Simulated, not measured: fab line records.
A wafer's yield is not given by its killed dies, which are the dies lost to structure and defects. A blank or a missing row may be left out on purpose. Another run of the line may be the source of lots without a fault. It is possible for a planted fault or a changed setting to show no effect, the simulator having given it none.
A lot that was struck, set against a sound lot ; flow sky130 ; 16 steps out of a route of 708
Sound: these wafers, L790.1, L790.4, L790.5. Struck: wafer L786.1 (left out: L786.6, a lot-mate that was not struck); the cause follows at the end.
At each step with rows: each side's tool, then ch and its chambers, then its first start. Under that, the readings that differ: sound wafers ; struck wafers ; difference of the means ; sigmas: that difference in standard deviations of wafers without a fault.
alike: same words and numbers on both sides, and readings whose means sit less than 2 such deviations apart. not compared: any withheld reading, any reading some wafer has no value for, any bound like >300 that may hide the same value, and any number with overlapping values for which the record gives no deviation.
Wherever a step has rows on one side only, a row that says differs or no value, or a row with sigmas, the two part there. Non-overlapping numbers with no deviation appear without sigmas and do not part them. A reading that every wafer of one side lacks parts them only if that side has two wafers or more.

first, 4 steps without rows for these wafers: SKY_RES_XHIGH_EXPOSE_04 (exposes mask URPM, target cd 1270 nm); SKY_RES_XHIGH_PEB_05; SKY_RES_XHIGH_DEVELOP_06 (develop time 60 s); SKY_RES_XHIGH_IMPLANT_07.
SKY_RES_XHIGH_STRIP_08: strips in O2/N2.
  sound on plasma asher-02 ch 0,1, day 31 15:22; struck on plasma asher-02 ch 0, day 30 13:34
  alike: drypump motor current A, o2 flow sccm, oes product au, strip time to endpoint s
  not compared: rf hours counter h
SKY_RES_XHIGH_TW_MEAS_09:
  sound: film metro-02 at day 31 15:28; struck: film metro-02 at day 30 13:40
  alike: RES_XHIGH_TW
then, 6 steps without rows for these wafers: SKY_SD_N_DEHYDRATE_00 (time 60 s); SKY_SD_N_HMDS_01 (prime time 60 s); SKY_SD_N_COAT_02 (resist thk 1140 nm); SKY_SD_N_SOFTBAKE_03 (time 60 s); SKY_SD_N_EXPOSE_04 (exposes mask NSDM, target cd 380 nm); SKY_SD_N_PEB_05.
SKY_SD_N_DEVELOP_06: develop time 60 s.
  sound on litho track-02 ch 0, day 32 18:26; struck on litho track-04 ch 0, day 31 16:55
SKY_SD_N_CD_MEAS_07: target cd 380 nm.
  sound: cd sem-02 at day 32 18:35; struck: cd sem-01 at day 31 17:21
reading;sound;struck;difference;sigmas
cd nm (nm);377.9 378.8 378.3;394.9;+16.6;+6
  not compared: hold
SKY_SD_N_OVL_MEAS_08:
  sound: overlay-01 at day 32 18:42; struck: overlay-01 at day 32 01:11
reading;sound;struck;difference;sigmas
hold;- - -;await dispo/7.7h/release;no value on the sound wafers;
  alike: SD_N_OVL
-- the record jumps here: 16 days lie between the struck wafers' starts before and after (it left off in module SD_N and takes up again in module PAD_OPEN, whose first step shown is number 708 of the route) --
SKY_PAD_OPEN_PROBE_99:
  sound: prober-02 at day 49 07:17; struck: prober-01 at day 48 12:29
reading;sound;struck;difference;sigmas
killed at front end;28 16 21;6;-16;-3
killed at other;0 0 0;2;+2;+3
killed open;57 52 54;39;-15;-2
  alike: killed_at_M0_to_M3, killed_at_M4_up, killed at contacts, killed dies, killed on rim, killed short

WHERE THEY PART
First at SKY_SD_N_CD_MEAS_07; last, within this record, at SKY_PAD_OPEN_PROBE_99.

WHY: what had been put in by the simulator
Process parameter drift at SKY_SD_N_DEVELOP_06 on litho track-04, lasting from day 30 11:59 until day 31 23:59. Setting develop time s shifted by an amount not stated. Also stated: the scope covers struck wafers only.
